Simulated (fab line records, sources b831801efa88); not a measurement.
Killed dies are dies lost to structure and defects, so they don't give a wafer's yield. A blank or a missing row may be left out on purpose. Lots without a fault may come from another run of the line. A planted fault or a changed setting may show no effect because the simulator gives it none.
Problem report in the 8D (eight disciplines) form, filled by code | flow sky130 | the parts of the form that need people (team, actions taken, sign-off) are left out

1. THE PROBLEM
dose_ions_cm2 at SKY_LDD_N_IMPLANT_10 reads a mean of 8.319e+13 on 6 wafers of 2 lots; wafers without a fault read 7.501e+13 with a standard deviation of 6.8e+10. That is +99 or more standard deviations from the usual mean.
First seen on wafer L780.1, day 21 00:02, on implanter-03. The record holds 18 wafers of 6 lots with a number at this step. Rule for "out", or "out of limits": more than 4 standard deviations from the usual mean. The other wafers with a number count as sound.

2. WHAT IT IS AND WHAT IT IS NOT
question                    | is                                | is not
which readings at this step | dose_ions_cm2, faraday_current_uA | -
which lots                  | L780, L781                        | L775, L791, L793, L794
which wafers of those lots  | all that have a number            | -
read on which tools         | implanter-03                      | implanter-01, implanter-02
when                        | from day 21 00:02                 | up to then (3 sound wafers); but 9 sound wafers of L791, L793, L794 came after

3. SUSPECTS, AND WHAT RULES EACH OUT
Counting: a tool at a process step up to the reading stays a suspect if it ran every lot that is out and no sound lot after the first of them.
- implanter-03 at SKY_LDD_N_IMPLANT_10: ruled out as a lasting fault. Sound lots L791, L794 ran on it after its first lot that is out, L780 (day 21 00:02).
Left after counting: nothing in the record.

4. THE CAUSE (what the simulator had put in)
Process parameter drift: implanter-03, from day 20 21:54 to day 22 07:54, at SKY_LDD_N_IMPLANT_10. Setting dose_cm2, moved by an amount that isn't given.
Counting ruled it out, wrongly.

5. THE CHAIN OF EFFECTS, in route order
Each row: a reading whose mean over the struck wafers that have a number lies more than 3 standard deviations from the usual. Only readings for which the record gives a usual standard deviation are gone through. hours: the time from each lot's start at the first step in this table that gives one to its start at this step, as a median over the lots. sigmas: the change in usual standard deviations.
hours | step                 | reading            | usual     | on struck wafers | change     | sigmas
0     | SKY_LDD_N_IMPLANT_10 | dose_ions_cm2      | 7.501e+13 | 8.319e+13        | +8.177e+12 | +99 or more
0     | SKY_LDD_N_IMPLANT_10 | faraday_current_uA | 422       | 470              | +48        | +5.2
The process steps in it:
- SKY_LDD_N_IMPLANT_10

6. WHAT WOULD HAVE CAUGHT IT SOONER
In this record the first reading out of limits was taken at day 21 00:02, 2 hours after the fault began at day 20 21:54.
